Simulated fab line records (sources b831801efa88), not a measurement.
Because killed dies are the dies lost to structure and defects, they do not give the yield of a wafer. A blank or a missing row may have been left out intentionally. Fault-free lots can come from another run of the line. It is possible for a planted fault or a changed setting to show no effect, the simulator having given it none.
2 desks looking at one fault -- flow sky130 -- each desk holds nothing but its own numbers, with what lay behind them at the end

## METROLOGY DESK
Lot by lot, what the gauges showed, no matter which tool ran the lot: averages of those sampled wafers that carry a number. Marked OUT: a lot whose mean sits more than 4 standard deviations from the usual mean, which makes it out of limits; the brackets give that distance.
Columns: A = FIELD_ISO_OXIDATION_00_THK at SKY_FIELD_ISO_THK_MEAS_02, usual 12.02 nm; B = NWELL_OXIDATION_THK at SKY_NWELL_THK_MEAS_02, usual 9.97 nm
lot,first seen here,A,B
L864,day 1 12:52,12.35,9.99
L866,day 1 21:38,12.14,9.84
L867,day 2 03:32,11.69,9.90
L868,day 2 07:47,12.16,9.82
L871,day 2 23:36,11.87,10.11
L872,day 3 03:38,12.15,9.98
L876,day 4 01:52,12.14,9.97
L878,day 4 15:55,12.03,9.89
L880,day 4 22:55,12.30,10.04
L882,day 5 08:29,12.06,10.23
L883,day 5 11:51,11.76,9.69
L884,day 5 16:46,12.39,10.01
L885,day 5 21:16,11.91,10.08
L887,day 6 07:55,11.65,10.20
This desk's verdict: no lot among the 14 shows anything out of limits.

## THE TOOL OWNER'S DESK: litho track-01
The tool's own readings at SKY_PWDE_COAT_02 (resist thk 3000 nm): means of the sampled wafers that have a number, for each lot that ran on this tool. Marked OUT: a lot whose mean sits more than 4 standard deviations from the usual mean, which makes it out of limits; the brackets give that distance.
Columns: A = chill plate temp C at SKY_PWDE_COAT_02, usual 23.01 C
lot,first seen here,A
L864,day 3 12:05,22.89
L866,day 4 00:26,22.97
L868,day 4 10:52,23.11
L872,day 5 18:40,23.08
L878,day 7 00:52,23.06
L880,day 7 05:35,22.94
This desk's verdict: no lot among the 6 shows anything out of limits.

## BROUGHT TOGETHER
Metrology desk: nothing out of limits seen.
The tool owner's desk saw nothing out of limits.

## WHAT THE SIMULATOR HAD PUT IN
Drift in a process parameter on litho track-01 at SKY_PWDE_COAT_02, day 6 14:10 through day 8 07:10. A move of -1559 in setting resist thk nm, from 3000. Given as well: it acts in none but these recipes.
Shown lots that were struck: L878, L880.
